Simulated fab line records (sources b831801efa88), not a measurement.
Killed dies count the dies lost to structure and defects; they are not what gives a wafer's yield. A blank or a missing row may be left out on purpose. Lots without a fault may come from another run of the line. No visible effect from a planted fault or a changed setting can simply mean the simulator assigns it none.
Which of the tools did it?    flow sky130    Sampling: 24 lots, 72 wafers, 3 of 708 route steps

WHAT EACH GAUGE READ, for each wafer
SKY_VIA2_BOW_MEAS_03.
lot   measured      on            VIA2_BOW (um)
L074  day 33 04:01  filmMetro-04  77 91 64
L075  day 33 04:43  filmMetro-03  83 85 78
L076  day 33 06:30  filmMetro-01  83 74 85
L077  day 33 07:56  filmMetro-01  100 100 91
L078  day 33 19:27  filmMetro-04  91 83 96
L080  day 34 04:47  filmMetro-04  103 85 98
L079  day 34 07:13  filmMetro-01  81 76 102
L081  day 34 19:46  filmMetro-01  81 84 80
L082  day 35 04:30  filmMetro-03  85 86 87
L084  day 35 07:00  filmMetro-03  82 93 90
L083  day 35 08:56  filmMetro-01  92 89 85
L085  day 35 14:58  filmMetro-01  80 80 88
L086  day 36 00:04  filmMetro-04  86 78 86
L087  day 36 08:07  filmMetro-03  83 85 73
L088  day 36 09:49  filmMetro-03  76 70 77
L089  day 36 18:46  filmMetro-01  95 93 78
L090  day 37 05:59  filmMetro-01  85 89 88
L091  day 37 14:13  filmMetro-01  81 87 82
L094  day 44 20:07  filmMetro-04  91 90 71
L092  day 44 23:19  filmMetro-04  78 86 92
L093  day 45 00:47  filmMetro-03  94 85 83
L095  day 45 02:16  filmMetro-01  76 92 79
L096  day 45 03:16  filmMetro-03  90 95 76
L097  day 45 03:59  filmMetro-04  75 98 79

WHICH TOOL RAN EACH LOT (tool, then ch and the chambers of the sampled wafers, then the start)
lot   SKY_METAL2_SPUTTER_01        SKY_METAL2_METAL_ETCH_19
L074  pvdSputter-02, day 32 00:08  rieMetal-04 ch 0,1, day 33 02:50
L075  pvdSputter-02, day 32 00:48  rieMetal-01 ch 0, day 33 03:31
L076  pvdSputter-04, day 32 03:09  rieMetal-04 ch 0,1, day 33 05:20
L077  pvdSputter-02, day 32 03:48  rieMetal-03 ch 0,1, day 33 06:46
L078  pvdSputter-03, day 32 16:50  rieMetal-04 ch 0,1, day 33 18:16
L080  pvdSputter-02, day 33 01:04  rieMetal-03 ch 0,1, day 34 03:37
L079  pvdSputter-03, day 33 03:08  rieMetal-01 ch 0, day 34 06:04
L081  pvdSputter-03, day 33 15:16  rieMetal-03 ch 0,1, day 34 18:28
L082  pvdSputter-03, day 33 23:33  rieMetal-03 ch 0,1, day 35 03:19
L084  pvdSputter-03, day 34 03:03  rieMetal-04 ch 0,1, day 35 05:50
L083  pvdSputter-02, day 34 04:11  rieMetal-01 ch 0,1, day 35 07:46
L085  pvdSputter-02, day 34 09:24  rieMetal-04 ch 0,1, day 35 13:46
L086  pvdSputter-02, day 34 18:56  rieMetal-04 ch 0,1, day 35 22:50
L087  pvdSputter-02, day 35 03:16  rieMetal-01 ch 0,1, day 36 06:55
L088  pvdSputter-03, day 35 04:56  rieMetal-03 ch 1, day 36 08:31
L089  pvdSputter-02, day 35 15:02  rieMetal-03 ch 0, day 36 17:28
L090  pvdSputter-04, day 36 03:11  rieMetal-03 ch 0,1, day 37 04:47
L091  pvdSputter-02, day 36 10:13  rieMetal-04 ch 0,1, day 37 13:04
L094  pvdSputter-02, day 43 21:10  rieMetal-03 ch 0,1, day 44 18:53
L092  pvdSputter-02, day 44 01:02  rieMetal-04 ch 0,1, day 44 22:05
L093  pvdSputter-03, day 44 02:34  rieMetal-03 ch 0,1, day 44 23:35
L095  pvdSputter-03, day 44 03:42  rieMetal-01 ch 0,1, day 45 01:02
L096  pvdSputter-02, day 44 04:32  rieMetal-04 ch 0,1, day 45 02:04
L097  pvdSputter-03, day 44 05:02  rieMetal-01 ch 1, day 45 02:46
- SKY_METAL2_SPUTTER_01: material TiN, target thk 20 nm, time 16.7 s.
- SKY_METAL2_METAL_ETCH_19: etches the open film in Cl2/BCl3, stops on SiO2, target depth 360 nm, time 78 s.

WHAT THE TOOLS THEMSELVES READ (means of the sampled wafers that have a number; where no wafer has one, the mark that the record gives instead)
SKY_METAL2_SPUTTER_01.
lot   tool           throttleValvePct (%)
L074  pvdSputter-02  29.6
L075  pvdSputter-02  29.7
L076  pvdSputter-04  29.4
L077  pvdSputter-02  29.3
L078  pvdSputter-03  29.4
L080  pvdSputter-02  29.6
L079  pvdSputter-03  29.4
L081  pvdSputter-03  28.6
L082  pvdSputter-03  29.1
L084  pvdSputter-03  29.2
L083  pvdSputter-02  29.6
L085  pvdSputter-02  29.8
L086  pvdSputter-02  29.9
L087  pvdSputter-02  29.7
L088  pvdSputter-03  29.4
L089  pvdSputter-02  29.8
L090  pvdSputter-04  29.6
L091  pvdSputter-02  29.4
L094  pvdSputter-02  29.7
L092  pvdSputter-02  29.3
L093  pvdSputter-03  29.3
L095  pvdSputter-03  29.2
L096  pvdSputter-02  29.6
L097  pvdSputter-03  28.8

SKY_METAL2_METAL_ETCH_19.
lot   tool         drypumpMotorCurrentA (A)  oesProductAu (a.u.)  throttleValvePct (%)
L074  rieMetal-04  6.1                       0.853                22.263
L075  rieMetal-01  5.7                       0.854                22.271
L076  rieMetal-04  5.9                       0.854                22.260
L077  rieMetal-03  5.3                       0.853                22.259
L078  rieMetal-04  6.2                       0.849                22.266
L080  rieMetal-03  5.3                       0.856                22.267
L079  rieMetal-01  5.6                       0.856                22.259
L081  rieMetal-03  5.3                       0.856                22.266
L082  rieMetal-03  5.3                       0.853                22.262
L084  rieMetal-04  6.2                       0.852                22.266
L083  rieMetal-01  5.5                       0.856                22.269
L085  rieMetal-04  6.2                       0.854                22.275
L086  rieMetal-04  6.2                       0.858                22.263
L087  rieMetal-01  5.6                       0.854                22.265
L088  rieMetal-03  5.6                       0.854                22.263
L089  rieMetal-03  5.1                       0.846                22.265
L090  rieMetal-03  5.3                       0.851                22.268
L091  rieMetal-04  5.9                       0.854                22.263
L094  rieMetal-03  5.5                       0.850                22.256
L092  rieMetal-04  5.9                       0.850                22.269
L093  rieMetal-03  5.3                       0.851                22.269
L095  rieMetal-01  5.4                       0.852                22.262
L096  rieMetal-04  6.1                       0.852                22.265
L097  rieMetal-01  5.3                       0.857                22.269

THE ANSWER, worked out from the rows above alone
Rule: what is usual is taken from the lots themselves. Put in order of their means at a reading, lots are off if they are a third of the lots or fewer, leave a main group of 4 or more, and stand apart from it by a gap of 3 or more times the standard deviation of the main group's means; of several such gaps the widest counts. A main group whose means are all the same, to the digits that the tables above print for the reading, isn't used. Also off: a lot with no number at a reading for which 4 or more lots have one. Any other lot the step has rows for is counted as sound. The gauges are gone through in route order, then the tools' own readings, and for those a lot's mean is taken as printed above. The first step at which some lot is off is used, and at that step the reading that is off furthest; a lot without a number counts as furthest.
Across all readings shown, no lot is off: no conclusion can be drawn from this.

WHAT HAD BEEN PUT IN BY THE SIMULATOR
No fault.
